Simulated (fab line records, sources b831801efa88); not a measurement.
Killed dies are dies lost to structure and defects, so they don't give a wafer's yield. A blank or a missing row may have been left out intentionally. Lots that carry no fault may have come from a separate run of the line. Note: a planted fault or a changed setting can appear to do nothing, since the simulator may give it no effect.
A struck lot beside a sound one	flow gf180mcu	14 out of 602 route steps
Sound: these wafers, L148.2, L148.3, L148.4. Wafers L162.3, L162.5, L162.6 were the ones struck. At the end, the cause is stated.
At each step with rows: each side's tool, then ch and its chambers, then its first start. Under that, the readings that differ: sound wafers	struck wafers	difference of the means	sigmas: that difference in standard deviations of wafers without a fault.
alike: same words and numbers on both sides, and readings whose means sit less than 2 such deviations apart. not compared: any withheld reading, any reading some wafer has no value for, any bound like >300 that may hide the same value, and any number with overlapping values for which the record gives no deviation.
Wherever a step has rows on one side only, a row that says differs or no value, or a row with sigmas, the two part there. Numbers that have no deviation but don't overlap get no sigmas and don't part them. Lack of a reading on every wafer of one side parts them only where that side has two or more wafers.

first, 1 step without rows for these wafers: GF_DUAL_GATE_WET_ETCH_12 (etches SiO2 in dHF, target depth 13 nm, time 260 s).
GF_DUAL_GATE_STRIP_13: strips in O2/N2.
  sound on plasma asher-04 ch 0,1, day 10 08:51; struck on plasma asher-01 ch 0,1, day 14 07:38
  alike: drypump motor current A, heater power w, oes product au, strip time to endpoint s
  not compared: rf hours counter h
then, 3 steps without rows for these wafers: GF_DUAL_GATE_CLEAN_14 (cleans in SC1/SC2, time 150 s); GF_DUAL_GATE_OXIDATION_15 (stabilise 600 s, purge 300 s, target thk 7.098 nm); GF_POLY_GATE_CVD_00 (deposits poly-Si, target thk 200 nm, time 1200 s).
GF_POLY_GATE_THK_MEAS_01:
  sound on film metro-02, day 10 11:53; struck on film metro-03, day 14 11:22
  alike: POLY_GATE_CVD_00_THK
then, 6 steps without rows for these wafers: GF_POLY_GATE_DEHYDRATE_02 (time 60 s); GF_POLY_GATE_HMDS_03 (prime time 60 s); GF_POLY_GATE_COAT_04; GF_POLY_GATE_COAT_05 (resist thk 700 nm); GF_POLY_GATE_SOFTBAKE_06 (time 60 s); GF_POLY_GATE_EXPOSE_07 (exposes mask Poly2, target cd 280 nm).
GF_POLY_GATE_PEB_08: peb time 90 s.
  struck on litho track-03, day 15 08:18; sound on litho track-04 ch 0, day 11 05:05
  no value came back on the struck wafers for chill plate temp C (C), exhaust pa (Pa), plate temp C (C); on the sound wafers chill plate temp C (C) reads 22.83 22.81 22.77
then, 1 step without rows for these wafers: GF_POLY_GATE_DEVELOP_09 (develop time 60 s).

## WHERE THEY PART
Only at GF_POLY_GATE_PEB_08, within this record.

WHY: what the simulator had put in
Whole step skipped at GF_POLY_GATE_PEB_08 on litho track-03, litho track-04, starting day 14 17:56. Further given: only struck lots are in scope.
